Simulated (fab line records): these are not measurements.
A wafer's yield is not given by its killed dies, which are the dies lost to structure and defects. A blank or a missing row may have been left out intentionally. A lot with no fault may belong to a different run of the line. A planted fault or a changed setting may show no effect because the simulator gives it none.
One fault seen from 2 desks :: flow gf180mcu :: every desk sees just its own numbers, and what lay behind them comes last

== METROLOGY DESK ==
Means of the sampled wafers that have a number, per lot and without regard to the tool the lot ran on: this is what the gauges read. Marked OUT: a lot whose mean sits more than 4 standard deviations from the usual mean, which makes it out of limits; the brackets give that distance.
Columns: A = STI_CVD_03_THK at GF_STI_THK_MEAS_04, usual 206.9 nm; B = LVPWELL_OVL at GF_LVPWELL_OVL_MEAS_07, usual -0.2 nm; C = MVSD_TW at GF_MVSD_TW_MEAS_11, usual 1591; D = MVSD_RS at GF_VT_IMPLANT_RS_MEAS_46, usual 456.7 ohm/sq
lot: L713
first seen here: day 1 19:34
A: 207.2
B: 0.1
C: 1604
D: 456.4

lot: L714
first seen here: day 1 23:35
A: 206.6
B: -0.3
C: 1583
D: 456.3

lot: L715
first seen here: day 2 05:33
A: 205.1
B: -2.4
C: 1587
D: 456.9

lot: L718
first seen here: day 2 19:55
A: 208.2
B: 0.5
C: 1579
D: 457.3

lot: L723
first seen here: day 3 20:34
A: 206.3
B: -0.3
C: 1604
D: 456.7

lot: L724
first seen here: day 4 01:49
A: 205.1
B: 2.2
C: 1562
D: 514.4 (+52) OUT

lot: L725
first seen here: day 4 06:34
A: 207.3
B: -1.4
C: 1542
D: 516.7 (+55) OUT

lot: L728
first seen here: day 4 23:34
A: 209.1
B: -4.2
C: 1584
D: 455.9

lot: L730
first seen here: day 5 07:34
A: 205.5
B: 0.2
C: 1612
D: 455.8

lot: L731
first seen here: day 5 12:41
A: 208.6
B: 1.6
C: 1578
D: 458.7

lot: L732
first seen here: day 5 17:34
A: 206.9
B: 0.4
C: 1583
D: 456.1

lot: L733
first seen here: day 5 23:40
A: 204.1
B: -1.8
C: 1586
D: 458.8
This desk's result: L724, L725 out of limits, first on L724 (MVSD_RS at GF_VT_IMPLANT_RS_MEAS_46), day 11 01:00. L713, L714, L715, L718, L723, L728, L730, L731, L732, L733: within limits.

== TOOL OWNER'S DESK, implanter-01 ==
The tool's own readings at GF_MVSD_IMPLANT_09, given as means over the sampled wafers that have a number, one for each lot that went through this tool. Marked OUT: a lot whose mean sits more than 4 standard deviations from the usual mean, which makes it out of limits; the brackets give that distance.
Columns: A = doseIonsCm2 at GF_MVSD_IMPLANT_09, usual 5e+12; B = faradayCurrentUA at GF_MVSD_IMPLANT_09, usual 28.2
lot: L718
first seen here: day 5 21:39
A: 5e+12
B: 27.7

lot: L723
first seen here: day 7 03:28
A: 5e+12
B: 27.8

lot: L724
first seen here: day 7 11:09
A: 2e+12 (-99 or more) OUT
B: 10.7 (-29) OUT

lot: L725
first seen here: day 7 14:23
A: 2e+12 (-99 or more) OUT
B: 10.6 (-29) OUT
Finding of this desk: L724, L725 out of limits; the first was L724 at day 7 11:09, on doseIonsCm2 at GF_MVSD_IMPLANT_09. L718, L723: within limits.

== TAKEN TOGETHER ==
The tool owner's desk had the chance to raise an alarm at day 7 11:09 on L724, L725.
The metrology desk could have raised an alarm at day 11 01:00, on L724, L725.
On implanter-01, each named lot ran GF_MVSD_IMPLANT_09.

== WHAT THE SIMULATOR HAD PUT IN ==
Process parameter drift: implanter-01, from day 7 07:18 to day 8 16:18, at GF_MVSD_IMPLANT_09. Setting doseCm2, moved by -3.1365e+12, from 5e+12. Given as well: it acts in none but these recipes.
Shown lots that were struck: L724, L725.
Time in hours from fault onset to the first out-of-limits reading at each desk: tool owner's desk 4, metrology desk 90.
